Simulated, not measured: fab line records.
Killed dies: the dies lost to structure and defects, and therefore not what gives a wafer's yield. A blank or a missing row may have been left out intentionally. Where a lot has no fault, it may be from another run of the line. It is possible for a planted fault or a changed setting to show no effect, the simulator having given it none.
Chamber matching    flow gf180mcu    4 sister chambers for GF_SAB_ETCH_11 on rieDiel-04
The step etches SiO2 in C4F8/O2/Ar, target depth 55 nm, time 8.5 s. 14 wafers are shown with their chamber, then 7 later ones without.

== WAFERS PAIRED WITH THEIR CHAMBERS ==
wafer   chamber  oesProductAu (a.u.)
L924.2  0        0.989
L924.3  1        1.000
L924.6  3        1.006
L926.1  2        1.005
L926.3  3        1.012
L926.4  0        0.994
L927.1  3        1.002
L927.3  2        0.995
L927.6  0        0.992
L929.2  0        0.995
L929.3  1        1.002
L929.6  3        1.020
L930.1  3        1.002
L930.3  1        0.997

SIGNATURES (averages over the wafers above)
reading       chamber 0  chamber 1  chamber 2  chamber 3  scatter within a chamber
oesProductAu  0.99250    0.99967    1.00000    1.00840    0.00565
Rule: distance of a wafer from a chamber = root of the sum over the readings of ((wafer's reading minus chamber's mean) / reading's scatter) squared. If the next closest chamber is less than 2 further off than the closest, the wafer can't be placed; otherwise it belongs to the closest. How the scatter is found: for the shown wafers, subtract from each reading the mean of its chamber, square and add these, divide the total by (wafers less chambers), then take the root.

== WAFERS WITHOUT THEIR CHAMBER ==
wafer   oesProductAu (a.u.)
L930.4  0.981
L935.1  1.002
L935.3  0.996
L935.4  1.012
L942.3  1.013
L942.4  0.989
L942.6  1.003

== THE CHAMBER EACH PASSED THROUGH ==
wafer   from the rows above                in truth
L930.4  can't be placed: 0 or 1 or 2       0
L935.1  can't be placed: 2 or 1 or 3 or 0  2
L935.3  can't be placed: 0 or 1 or 2 or 3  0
L935.4  can't be placed: 3 or 2 or 1       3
L942.3  can't be placed: 3 or 2 or 1       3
L942.4  can't be placed: 0 or 1 or 2       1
L942.6  can't be placed: 2 or 1 or 3 or 0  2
Correctly placed: 0 of 7. Can't be placed from these rows: 7 (the true chamber is among the candidates in 7). Placed wrongly: 0.
